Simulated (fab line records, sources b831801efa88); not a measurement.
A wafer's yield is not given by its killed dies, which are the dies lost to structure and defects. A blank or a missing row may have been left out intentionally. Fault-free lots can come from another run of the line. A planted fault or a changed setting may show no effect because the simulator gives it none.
Chamber matching ; flow sky130 ; rie_diel-01 running SKY_METAL4_ETCH_17: 4 sister chambers
The step etches SiO2 in C4F8/O2/Ar, stops on TiN, time 3.9 s, target depth 15 nm. 24 wafers are shown with their chamber, then 12 later ones without.

## WAFERS, EACH WITH ITS CHAMBER
wafer;chamber;rf_fwd_power_W (W);oes_product_au (a.u.)
L075.1;1;1467;0.753
L075.5;0;1476;0.762
L075.6;3;1467;0.771
L078.4;0;1482;0.752
L078.5;3;1473;0.758
L078.6;2;1474;0.757
L080.2;2;1465;0.749
L080.3;1;1474;0.759
L080.6;3;1466;0.750
L079.1;1;1474;0.761
L079.2;3;1469;0.754
L079.6;0;1482;0.760
L082.1;3;1463;0.756
L082.2;0;1479;0.765
L082.4;2;1469;0.759
L083.1;3;1472;0.754
L083.4;1;1487;0.751
L083.6;0;1475;0.755
L085.2;3;1474;0.759
L085.4;1;1471;0.764
L085.6;3;1469;0.765
L084.1;3;1471;0.750
L084.2;1;1470;0.757
L084.3;0;1484;0.751

SIGNATURES (means of the wafers above)
reading;chamber 0;chamber 1;chamber 2;chamber 3;scatter within a chamber
rf_fwd_power_W;1479.67;1473.83;1469.33;1469.33;4.75
oes_product_au;0.75750;0.75750;0.75500;0.75744;0.00599
Rule: for a wafer and a chamber, the distance is found by dividing, reading by reading, the gap between the wafer's reading and the chamber's mean by the reading's scatter, squaring, summing and taking the root. If the next closest chamber is less than 2 further off than the closest, the wafer can't be placed; otherwise it belongs to the closest. The scatter is the square root of a quotient: the sum, over the shown wafers, of each reading's squared deviation from its chamber's mean, divided by wafers minus chambers.

## WAFERS WHOSE CHAMBER IS MISSING
wafer;rf_fwd_power_W (W);oes_product_au (a.u.)
L089.2;1472;0.763
L089.4;1468;0.761
L089.5;1472;0.764
L092.2;1484;0.756
L092.3;1483;0.751
L092.6;1477;0.759
L093.2;1480;0.749
L093.5;1482;0.741
L093.6;1474;0.755
L095.1;1480;0.749
L095.2;1463;0.770
L095.6;1482;0.761

## WHICH CHAMBER EACH WENT THROUGH
wafer;from the rows above;in truth
L089.2;can't be placed: 1 or 3 or 2 or 0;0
L089.4;can't be placed: 3 or 2 or 1 or 0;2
L089.5;can't be placed: 1 or 3 or 2 or 0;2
L092.2;can't be placed: 0 or 1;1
L092.3;can't be placed: 0 or 1 or 2 or 3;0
L092.6;can't be placed: 0 or 1 or 3 or 2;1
L093.2;can't be placed: 0 or 1 or 2 or 3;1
L093.5;can't be placed: 0 or 1 or 2 or 3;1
L093.6;can't be placed: 1 or 2 or 3 or 0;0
L095.1;can't be placed: 0 or 1 or 2 or 3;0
L095.2;can't be placed: 3 or 2 or 1 or 0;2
L095.6;can't be placed: 0 or 1 or 3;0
Correct placement for 0 of the 12. Can't be placed from these rows: 12 (the true chamber is among the candidates in 12). Number placed wrongly: 0.
